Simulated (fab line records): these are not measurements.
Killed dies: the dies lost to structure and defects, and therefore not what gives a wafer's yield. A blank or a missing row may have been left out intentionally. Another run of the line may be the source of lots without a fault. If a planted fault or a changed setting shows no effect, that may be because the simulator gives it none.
fab line records ; flow sky130
[record] lots = 6; wafers = 18; lastDay = 50
route steps=708 shown VIA2@525 METAL3@532 CAPM@537 PAD_OPEN@708
lots untouched by any fault: they come from a run of this same line in which no faults occurred
startH: start of the lot's first displayed wafer, in hours after the record's first day ; waitH: how many hours have passed since the lot's step before this one ; " repeats the value in the row above ; L1.1+2: a row that stands for several wafers ; - either no value or no given start ; * or withheld: withheld ; < > ~ a bound
route shown NAME@n: names a module that has steps shown in the file, with the first one's number in the route ; usual: mean and standard deviation over wafers with no fault ; same: alike in all rows ; chamber/n: place in a boat ; sites: the reading at each site ; _std_site: standard deviation of those values ; _edge_site: the outer-site mean with the inner-site mean subtracted ; radiusMm: how far each site lies from the wafer's centre ; mask NAME#n: copy n ; behind: the most recent tool/chamber to have shaped the wafer ; hold: reason for holding the lot/hours on hold/outcome of the hold ; device: names the non-switching transistor (n, p or np) ; end of line: at the end of the route, the tests of the same wafers ; a step with no rows: only its recipe ; killed: the dies lost at the first sort to structure and to defects; this is not the yield of the wafer ; map: dies across one wafer; x = killed, . = not, _ = none there
set.NAME: the setting that was run; set.NAME@STEP: the one run at that earlier step ; model.NAME: the simulator's own value behind a step, which no gauge read
certain route steps with their lots: each step a table, each wafer a row
services: when a tool's chamber went out of use (startH, in hours from the record's first day, below 0 if earlier), for how many hours, and the reason
[[steps]]
[step SKY_VIA2_CLEAN_18]
[recipe] chemistry = IPA; timeS = 180; tempC = 25
[step SKY_VIA2_CLEAN_19]
[recipe] chemistry = O3/DIW; dry = n2Spin
[step SKY_VIA2_SPUTTER_20]
[recipe] material = TiN; targetThkNm = 20; chamberPressurePa = 5; powerW = 4000; timeS = 80
[step SKY_VIA2_CVD_21]
[recipe] material = W; targetThkNm = 420; timeS = 126.4; tempC = 400; pressureTorr = 40
[usual] heaterPowerW = 835/85
lot.wafer;tool;chamber;startH;waitH;heaterPowerW
L864.1;cvdW-01;0;863.99;0.0;820
L864.2;cvdW-01;1;863.99;0.0;812
L864.3;cvdW-01;0;863.99;0.0;813
L865.2;cvdW-02;0;867.53;0.0;751
L865.3;cvdW-02;0;867.53;0.0;756
L865.5;cvdW-02;0;867.53;0.0;745
L877.1;cvdW-01;1;961.03;0.0;846
L877.4;cvdW-01;1;961.03;0.0;827
L877.5;cvdW-01;0;961.03;0.0;831
L881.1;cvdW-01;1;985.42;0.0;836
L881.3;cvdW-01;0;985.42;0.0;823
L881.6;cvdW-01;0;985.42;0.0;813
L882.2;cvdW-01;1;994.13;0.0;830
L882.3;cvdW-01;0;994.13;0.0;810
L882.6;cvdW-01;1;994.13;0.0;826
L883.2;cvdW-01;1;996.72;0.0;843
L883.3;cvdW-01;1;996.72;0.0;835
L883.6;cvdW-01;0;996.72;0.0;807
[step SKY_VIA2_RS_MEAS_22]
[recipe] thkMeasGauge = four-point-probe; reads = W_of_VIA2_CVD_21+TiN_of_VIA2_SPUTTER_20
[usual] VIA2_W_RS = 0.274/0.0048
lot.wafer;tool;chamber;startH;waitH;VIA2_W_RS[ohm/sq]
L864.1;filmMetro-03;-;864.12;0.1;0.277
L864.2;filmMetro-03;-;864.12;0.1;0.274
L864.3;filmMetro-03;-;864.12;0.1;0.274
L865.2;filmMetro-03;-;867.68;0.1;0.272
L865.3;filmMetro-03;-;867.68;0.1;0.274
L865.5;filmMetro-03;-;867.68;0.1;0.277
L877.1;filmMetro-04;-;961.16;0.1;0.281
L877.4;filmMetro-04;-;961.16;0.1;0.282
L877.5;filmMetro-04;-;961.16;0.1;0.278
L881.1;filmMetro-04;-;985.55;0.1;0.281
L881.3;filmMetro-04;-;985.55;0.1;0.276
L881.6;filmMetro-04;-;985.55;0.1;0.278
L882.2;filmMetro-01;-;994.28;0.1;0.283
L882.3;filmMetro-01;-;994.28;0.1;0.281
L882.6;filmMetro-01;-;994.28;0.1;0.281
L883.2;filmMetro-01;-;996.87;0.1;0.280
L883.3;filmMetro-01;-;996.87;0.1;0.279
L883.6;filmMetro-01;-;996.87;0.1;0.278
[step SKY_VIA2_THK_MEAS_23]
[recipe] thkMeasGauge = xrf; reads = W_of_VIA2_CVD_21
[usual] VIA2_W_THK = 435/9.7
lot.wafer;tool;chamber;startH;waitH;VIA2_W_THK[nm]
L864.1;filmMetro-03;-;864.24;0.1;433
L864.2;filmMetro-03;-;864.24;0.1;441
L864.3;filmMetro-03;-;864.24;0.1;433
L865.2;filmMetro-03;-;867.79;0.1;440
L865.3;filmMetro-03;-;867.79;0.1;442
L865.5;filmMetro-03;-;867.79;0.1;432
L877.1;filmMetro-04;-;961.28;0.1;420
L877.4;filmMetro-04;-;961.28;0.1;417
L877.5;filmMetro-04;-;961.28;0.1;421
L881.1;filmMetro-04;-;985.67;0.1;418
L881.3;filmMetro-04;-;985.67;0.1;427
L881.6;filmMetro-04;-;985.67;0.1;422
L882.2;filmMetro-01;-;994.39;0.1;419
L882.3;filmMetro-01;-;994.39;0.1;425
L882.6;filmMetro-01;-;994.39;0.1;423
L883.2;filmMetro-01;-;996.98;0.1;425
L883.3;filmMetro-01;-;996.98;0.1;423
L883.6;filmMetro-01;-;996.98;0.1;429
[step SKY_VIA2_CMP_24]
[recipe] stopOn = SiO2; tOverpolishS = 20; downForcePsi = 3.5; platenRpm = 60; targetThkNm = 0; padVelocityMS = 0.94248
[usual] motorCurrentA = 11.7/1; overpolishRunS = 20.001/0.009; timeToEndpointS = 102/3.8
lot.wafer;tool;chamber;startH;waitH;motorCurrentA;overpolishRunS;timeToEndpointS
L864.2;cmp-01;3;864.35;0.1;11.1;19.994;105
L864.1;cmp-01;0;864.35;0.1;12.2;19.987;101
L864.3;cmp-01;1;864.35;0.1;14.0;20.014;101
L865.2;cmp-01;3;867.84;0.0;11.7;19.995;100
L865.3;cmp-01;2;867.84;0.0;10.8;19.990;100
L865.5;cmp-01;0;867.84;0.0;12.6;20.011;97
L877.4;cmp-01;2;961.34;0.0;11.0;19.996;96
L877.1;cmp-01;0;961.34;0.0;12.2;20.003;97
L877.5;cmp-01;3;961.34;0.0;11.6;20.003;99
L881.3;cmp-01;2;985.73;0.0;11.2;20.009;104
L881.1;cmp-01;3;985.73;0.0;11.6;19.994;101
L881.6;cmp-01;2;985.73;0.0;10.5;20.004;102
L882.3;cmp-02;3;994.49;0.1;12.2;20.004;94
L882.2;cmp-02;1;994.49;0.1;10.6;20.012;101
L882.6;cmp-02;3;994.49;0.1;13.0;20.013;96
L883.2;cmp-02;3;997.03;0.0;12.7;20.013;97
L883.3;cmp-02;2;997.03;0.0;10.6;20.006;102
L883.6;cmp-02;0;997.03;0.0;11.7;19.996;101
[step SKY_METAL3_SPUTTER_00]
[recipe] material = Ti; targetThkNm = 15; powerW = 3000; timeS = 10; chamberPressurePa = 0.4
[step SKY_METAL3_SPUTTER_01]
[recipe] material = TiN; targetThkNm = 20; powerW = 6500; timeS = 16.7; chamberPressurePa = 0.4
[usual] throttleValvePct = 29.5/0.92
lot.wafer;tool;chamber;startH;waitH;throttleValvePct
L864.1;pvdSputter-03;-;864.63;0.0;31.0
L864.2;pvdSputter-03;-;864.63;0.0;29.6
L864.3;pvdSputter-03;-;864.63;0.0;29.1
L865.2;pvdSputter-03;-;868.16;0.0;30.6
L865.3;pvdSputter-03;-;868.16;0.0;29.8
L865.5;pvdSputter-03;-;868.16;0.0;29.2
L877.1;pvdSputter-04;-;961.67;0.0;28.2
L877.4;pvdSputter-04;-;961.67;0.0;29.9
L877.5;pvdSputter-04;-;961.67;0.0;29.8
L881.1;pvdSputter-03;-;986.05;0.0;30.9
L881.3;pvdSputter-03;-;986.05;0.0;30.7
L881.6;pvdSputter-03;-;986.05;0.0;30.6
L882.2;pvdSputter-01;-;994.76;0.0;29.6
L882.3;pvdSputter-01;-;994.76;0.0;27.7
L882.6;pvdSputter-01;-;994.76;0.0;30.1
L883.2;pvdSputter-01;-;997.35;0.0;30.1
L883.3;pvdSputter-01;-;997.35;0.0;29.4
L883.6;pvdSputter-01;-;997.35;0.0;27.7
[step SKY_METAL3_SPUTTER_02]
[recipe] material = AlCu; targetThkNm = 735; powerW = 10600; timeS = 39.1; chamberPressurePa = 0.4
[usual] throttleValvePct = 29.6/0.94
lot.wafer;tool;chamber;startH;waitH;throttleValvePct
L864.1;pvdSputter-03;-;864.65;0.0;30.9
L864.2;pvdSputter-03;-;864.65;0.0;29.7
L864.3;pvdSputter-03;-;864.65;0.0;29.4
L865.2;pvdSputter-03;-;868.19;0.0;30.7
L865.3;pvdSputter-03;-;868.19;0.0;29.7
L865.5;pvdSputter-03;-;868.19;0.0;29.3
L877.1;pvdSputter-04;-;961.69;0.0;28.3
L877.4;pvdSputter-04;-;961.69;0.0;29.8
L877.5;pvdSputter-04;-;961.69;0.0;29.9
L881.1;pvdSputter-03;-;986.08;0.0;30.8
L881.3;pvdSputter-03;-;986.08;0.0;30.9
L881.6;pvdSputter-03;-;986.08;0.0;30.6
L882.2;pvdSputter-01;-;994.79;0.0;29.5
L882.3;pvdSputter-01;-;994.79;0.0;27.7
L882.6;pvdSputter-01;-;994.79;0.0;30.1
L883.2;pvdSputter-01;-;997.37;0.0;30.3
L883.3;pvdSputter-01;-;997.37;0.0;29.4
L883.6;pvdSputter-01;-;997.37;0.0;27.9
[step SKY_METAL3_SPUTTER_03]
[recipe] material = Ti; targetThkNm = 5; powerW = 3000; timeS = 3.3; chamberPressurePa = 0.4
[usual] throttleValvePct = 29.5/0.95
lot.wafer;tool;chamber;startH;waitH;throttleValvePct
L864.1;pvdSputter-03;-;864.69;0.0;30.9
L864.2;pvdSputter-03;-;864.69;0.0;29.8
L864.3;pvdSputter-03;-;864.69;0.0;29.4
L865.2;pvdSputter-03;-;868.23;0.0;30.9
L865.3;pvdSputter-03;-;868.23;0.0;29.6
L865.5;pvdSputter-03;-;868.23;0.0;29.3
L877.1;pvdSputter-04;-;961.73;0.0;28.4
L877.4;pvdSputter-04;-;961.73;0.0;29.9
L877.5;pvdSputter-04;-;961.73;0.0;29.7
L881.1;pvdSputter-03;-;986.11;0.0;30.8
L881.3;pvdSputter-03;-;986.11;0.0;30.8
L881.6;pvdSputter-03;-;986.11;0.0;30.5
L882.2;pvdSputter-01;-;994.83;0.0;29.3
L882.3;pvdSputter-01;-;994.83;0.0;27.5
L882.6;pvdSputter-01;-;994.83;0.0;30.0
L883.2;pvdSputter-01;-;997.41;0.0;30.2
L883.3;pvdSputter-01;-;997.41;0.0;29.4
L883.6;pvdSputter-01;-;997.41;0.0;27.5
[step SKY_METAL3_SPUTTER_04]
[recipe] material = TiN; targetThkNm = 70; powerW = 6500; timeS = 58.3; chamberPressurePa = 0.4
[step SKY_CAPM_CVD_00]
[recipe] material = SiO2; targetThkNm = 15.5; tempC = 400; timeS = withheld; rfW = 450
[usual] heaterPowerW = 746/77
lot.wafer;tool;chamber;startH;waitH;heaterPowerW
L864.1;pecvd-04;0;864.76;0.0;661
L864.2;pecvd-04;2;864.76;0.0;704
L864.3;pecvd-04;1;864.76;0.0;851
L864.1;pecvd-04;0;864;-;664
L864.2;pecvd-04;2;864;-;693
L864.3;pecvd-04;1;864;-;843
L865.2;pecvd-01;2;868.29;0.0;893
L865.3;pecvd-01;1;868.29;0.0;777
L865.5;pecvd-01;2;868.29;0.0;885
L865.2;pecvd-01;2;868;-;872
L865.3;pecvd-01;1;868;-;811
L865.5;pecvd-01;2;868;-;917
L877.1;pecvd-03;0;961.80;0.0;616
L877.4;pecvd-03;0;961.80;0.0;632
L877.5;pecvd-03;1;961.80;0.0;647
L881.1;pecvd-01;0;986.18;0.0;721
L881.3;pecvd-01;1;986.18;0.0;808
L881.6;pecvd-01;2;986.18;0.0;915
L882.2;pecvd-03;1;994.90;0.0;657
L882.3;pecvd-03;0;994.90;0.0;730
L882.6;pecvd-03;0;994.90;0.0;736
L883.2;pecvd-03;1;997.48;0.0;734
L883.3;pecvd-03;0;997.48;0.0;739
L883.6;pecvd-03;0;997.48;0.0;740
[step SKY_CAPM_THK_MEAS_01]
[recipe] reads = SiO2_of_CAPM_CVD_00
[usual] CAPM_CVD_00_THK = 15.40/0.18
lot.wafer;tool;chamber;startH;waitH;CAPM_CVD_00_THK[nm]
L864.1;filmMetro-02;-;864.97;-;30.65
L864.2;filmMetro-02;-;864.97;-;30.81
L864.3;filmMetro-02;-;864.97;-;30.78
L865.2;filmMetro-04;-;868.51;-;30.13
L865.3;filmMetro-04;-;868.51;-;30.05
L865.5;filmMetro-04;-;868.51;-;30.99
L877.1;filmMetro-03;-;961.82;-;15.21
L877.4;filmMetro-03;-;961.82;-;15.41
L877.5;filmMetro-03;-;961.82;-;15.36
L881.1;filmMetro-02;-;986.20;-;15.61
L881.3;filmMetro-02;-;986.20;-;15.44
L881.6;filmMetro-02;-;986.20;-;15.61
L882.2;filmMetro-03;-;994.93;-;15.22
L882.3;filmMetro-03;-;994.93;-;15.14
L882.6;filmMetro-03;-;994.93;-;15.35
L883.2;filmMetro-04;-;997.51;-;15.14
L883.3;filmMetro-04;-;997.51;-;15.19
L883.6;filmMetro-04;-;997.51;-;15.56
[step SKY_CAPM_SPUTTER_02]
[recipe] material = TiN; targetThkNm = 200; tempC = 300; powerW = 6690; timeS = 166.7; chamberPressurePa = 0.4
[step SKY_PAD_OPEN_PROBE_99]
[usual] defectLimitedYield = 82.9/1.9; killed_at_M0_to_M3 = 42/6.3; killed_at_M4_up = 2.8/1.9; killedAtContacts = 23/5.3; killedAtFrontEnd = 16/4.3; killedAtOther = 0.2/0.51; killedDies = 84/9.3; killedOpen = 46/7.6; killedShort = 38/6.3
[same] grossDies = 492; killedAtBackSide = 0
lot.wafer;tool;chamber;startH;waitH;defectLimitedYield[%];killed_at_M0_to_M3;killed_at_M4_up;killedAtContacts;killedAtFrontEnd;killedAtOther;killedDies;killedOpen;killedShort;model.etest.tester.sortNPass;model.etest.tester.sortYieldPct;model.etest.tester.sort_bin_3_pct;model.etest.sonosUncharged.short;model.etest.liconNdiff.short;model.etest.nfet_01v8.overLimit;model.etest.fieldN.short;model.etest.resNdiffHv.short
L864.1;prober-01;-;1088.82;0.1;82.5;37;2;29;18;0;86;50;36;0;0;83.54;1;1;1;1;1
L864.2;prober-01;-;1088.87;0.1;83.1;38;5;17;23;0;83;52;31;0;0;83.33;1;1;1;1;1
L864.3;prober-01;-;1088.92;0.2;81.3;51;7;17;15;2;92;51;41;0;0;81.91;1;1;1;1;1
L865.2;prober-02;-;1094.23;0.1;83.5;45;1;24;11;0;81;50;31;0;0;84.15;1;1;1;1;1
L865.3;prober-02;-;1094.28;0.2;85.6;40;3;18;10;0;71;39;32;0;0;85.98;1;1;1;1;1
L865.5;prober-02;-;1094.38;0.2;83.9;43;3;25;8;0;79;43;36;0;0;84.76;1;1;1;1;1
L877.1;prober-01;-;1167.52;0.1;80.9;41;4;24;24;1;94;54;40;398;80.89;1.016;0;0;0;0;0
L877.4;prober-01;-;1167.67;0.2;82.1;39;2;32;15;0;88;55;33;404;82.11;0.2033;0;0;0;0;0
L877.5;prober-01;-;1167.72;0.2;83.1;49;3;17;14;0;83;51;32;409;83.13;1.016;0;0;0;0;0
L881.1;prober-01;-;1183.99;0.1;83.1;35;0;27;20;1;83;40;43;409;83.13;1.016;0;0;0;0;0
L881.3;prober-01;-;1184.09;0.2;82.7;38;5;25;17;0;85;49;36;407;82.72;0.813;0;0;0;0;0
L881.6;prober-01;-;1184.24;0.2;81.7;45;1;25;19;0;90;55;35;402;81.71;0.4065;0;0;0;0;0
L882.2;prober-01;-;1188.16;0.1;85.4;47;0;20;5;0;72;38;34;420;85.37;0.6098;0;0;0;0;0
L882.3;prober-01;-;1188.21;0.2;83.5;46;2;19;14;0;81;46;35;411;83.54;0.2033;0;0;0;0;0
L882.6;prober-01;-;1188.36;0.2;84.1;39;2;22;15;0;78;39;38;414;84.15;0.2033;0;0;0;0;0
L883.2;prober-02;-;1192.72;0.1;82.5;39;6;20;21;0;86;47;39;406;82.52;1.016;0;0;0;0;0
L883.3;prober-02;-;1192.77;0.2;84.8;40;1;15;18;1;75;42;33;417;84.76;0.6098;0;0;0;0;0
L883.6;prober-02;-;1192.92;0.2;84.8;41;2;14;18;0;75;29;46;417;84.76;0.813;0;0;0;0;0
// killed by level:class
L864.1 CONTACT:geometricParticle:open=10 METAL2:geometricParticle:short=9 LI_CONTACT:geometricParticle:open=8 VIA1:geometricParticle:open=7 FIELD_ISO:geometricParticle:short=6 CONTACT:geometricParticle:short=6 FIELD_ISO:geometricParticle:open=4 POLY_GATE:geometricParticle:open=4
L864.2 CONTACT:geometricParticle:open=8 FIELD_ISO:geometricParticle:open=7 METAL1:geometricParticle:short=7 VIA3:geometricParticle:open=6 VIA1:geometricParticle:open=6 POLY_GATE:geometricParticle:open=5 VIA1:geometricParticle:short=5 LI_CONTACT:geometricParticle:open=4
L864.3 VIA1:geometricParticle:open=14 CONTACT:geometricParticle:open=9 METAL2:geometricParticle:short=7 VIA3:geometricParticle:open=7 METAL4:geometricParticle:short=7 VIA2:geometricParticle:open=6 VIA3:geometricParticle:short=5 FIELD_ISO:geometricParticle:open=4
L865.2 CONTACT:geometricParticle:open=11 VIA2:geometricParticle:open=10 VIA1:geometricParticle:open=9 VIA3:geometricParticle:open=8 METAL1:geometricParticle:short=7 VIA1:geometricParticle:short=6 LI_CONTACT:geometricParticle:open=5 FIELD_ISO:geometricParticle:open=3
L865.3 VIA3:geometricParticle:open=9 LI_CONTACT:geometricParticle:open=7 VIA1:geometricParticle:open=7 VIA2:geometricParticle:open=7 CONTACT:geometricParticle:open=5 METAL1:geometricParticle:short=4 VIA3:geometricParticle:short=4 FIELD_ISO:geometricParticle:short=3
L865.5 CONTACT:geometricParticle:open=12 VIA1:geometricParticle:open=7 VIA2:geometricParticle:open=6 METAL2:geometricParticle:short=6 METAL1:geometricParticle:short=5 VIA3:geometricParticle:open=5 METAL3:geometricParticle:short=4 LI_CONTACT:geometricParticle:open=4
L877.1 VIA1:geometricParticle:open=14 CONTACT:geometricParticle:open=12 VIA1:geometricParticle:short=8 FIELD_ISO:geometricParticle:short=6 POLY_GATE:geometricParticle:short=6 LI_CONTACT:geometricParticle:open=6 FIELD_ISO:geometricParticle:open=5 VIA2:geometricParticle:open=5
L877.4 VIA1:geometricParticle:open=13 LI_CONTACT:geometricParticle:open=11 CONTACT:geometricParticle:open=9 VIA3:geometricParticle:open=6 VIA2:geometricParticle:open=6 FIELD_ISO:geometricParticle:short=5 METAL2:geometricParticle:short=5 LOCAL_INTERCONNECT:geometricParticle:short=4
L877.5 VIA1:geometricParticle:open=16 CONTACT:geometricParticle:open=10 VIA3:geometricParticle:open=9 POLY_GATE:geometricParticle:open=5 METAL3:geometricParticle:short=5 METAL1:geometricParticle:short=4 VIA2:geometricParticle:open=4 FIELD_ISO:geometricParticle:short=3
L881.1 LI_CONTACT:geometricParticle:open=10 CONTACT:geometricParticle:short=7 VIA3:geometricParticle:open=7 VIA1:geometricParticle:open=6 FIELD_ISO:geometricParticle:short=5 CONTACT:geometricParticle:open=5 POLY_GATE:geometricParticle:short=4 VIA1:geometricParticle:short=4
L881.3 CONTACT:geometricParticle:open=15 VIA3:geometricParticle:open=8 VIA2:geometricParticle:open=8 METAL1:geometricParticle:short=6 VIA2:geometricParticle:short=6 FIELD_ISO:geometricParticle:short=5 FIELD_ISO:geometricParticle:open=4 POLY_GATE:geometricParticle:short=4
L881.6 VIA1:geometricParticle:open=11 VIA3:geometricParticle:open=9 LI_CONTACT:geometricParticle:open=7 LOCAL_INTERCONNECT:geometricParticle:short=7 VIA1:geometricParticle:short=5 CONTACT:geometricParticle:open=5 VIA2:geometricParticle:open=5 FIELD_ISO:geometricParticle:open=4
L882.2 VIA1:geometricParticle:open=16 METAL2:geometricParticle:short=7 CONTACT:geometricParticle:open=7 VIA1:geometricParticle:short=7 LI_CONTACT:geometricParticle:open=4 METAL3:geometricParticle:short=4 VIA3:geometricParticle:short=3 CONTACT:geometricParticle:short=3
L882.3 LI_CONTACT:geometricParticle:open=10 VIA3:geometricParticle:open=8 METAL2:geometricParticle:short=8 VIA1:geometricParticle:open=7 VIA2:geometricParticle:open=7 METAL1:geometricParticle:short=6 FIELD_ISO:geometricParticle:short=5 POLY_GATE:geometricParticle:open=5
L882.6 VIA1:geometricParticle:open=12 LI_CONTACT:geometricParticle:open=6 VIA3:geometricParticle:short=6 FIELD_ISO:geometricParticle:open=5 CONTACT:geometricParticle:open=5 POLY_GATE:geometricParticle:short=5 CONTACT:geometricParticle:short=5 VIA2:geometricParticle:open=5
L883.2 VIA1:geometricParticle:open=10 METAL1:geometricParticle:short=7 LI_CONTACT:geometricParticle:open=6 CONTACT:geometricParticle:open=6 VIA2:geometricParticle:open=6 FIELD_ISO:geometricParticle:short=5 POLY_GATE:geometricParticle:open=5 VIA3:geometricParticle:open=5
L883.3 VIA1:geometricParticle:open=9 VIA3:geometricParticle:open=8 FIELD_ISO:geometricParticle:short=6 VIA1:geometricParticle:short=6 FIELD_ISO:geometricParticle:open=5 CONTACT:geometricParticle:open=4 CONTACT:geometricParticle:short=3 POLY_GATE:geometricParticle:open=3
L883.6 METAL2:geometricParticle:short=9 VIA1:geometricParticle:open=8 FIELD_ISO:geometricParticle:short=6 POLY_GATE:geometricParticle:short=6 CONTACT:geometricParticle:open=6 LI_CONTACT:geometricParticle:short=4 VIA1:geometricParticle:short=4 METAL1:geometricParticle:short=4
[[services]]
tool;chamber;startH;hours;kind
pecvd-03;2;840.03;5.6;repair
pvdSputter-03;1;859.64;-;consumableReplace:kit
cvdW-02;1;873.38;3.3;repair
pecvd-04;-;882.74;0.9;repair
pecvd-01;-;888.35;15.6;pm
cvdW-02;-;904.00;14.0;pm
cmp-02;-;908.09;6.3;pm
pecvd-04;2;911.62;15.1;repair
cmp-01;-;912.00;4.0;pm
cmp-01;-;916.02;2.4;repair
cmp-02;-;918.61;13.6;pm
pecvd-04;-;926.43;0.9;repair
pecvd-03;1;928.98;4.9;repair
cmp-02;-;932.69;1.0;repair
cmp-01;-;935.71;1.2;repair
cmp-02;-;938.67;4.1;repair
pvdSputter-01;-;943.66;3.0;repair
pvdSputter-03;-;945.22;2.5;repair
pvdSputter-03;-;946.85;3.5;repair
cmp-02;-;958.65;0.3;repair
pecvd-04;2;972.24;11.9;repair
pecvd-04;-;979.63;1.5;repair
cmp-01;-;981.61;0.7;repair
pvdSputter-03;-;995.67;5.6;repair
[[key]]
[firstSign] step = SKY_CAPM_CVD_00; reading = visit; direction = added
[effect] step = SKY_CAPM_THK_MEAS_01; reading = CAPM_CVD_00_THK; direction = up; sigmas = 84; usual = 15.40; struck = 30.57
[modelEffect] step = SKY_PAD_OPEN_PROBE_99; value = etest.tester.sortNPass; without = 410; struck = 0
metAt SKY_CAPM_CVD_00
struckWafers L864.1,L864.2,L864.3,L865.2,L865.3,L865.5
[fault] kind = repeatedStepWhole; tool = pecvd-01,pecvd-03,pecvd-04; chamber = -; onsetH = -; steps = SKY_CAPM_CVD_00; times = 1; scope = struckLotsOnly
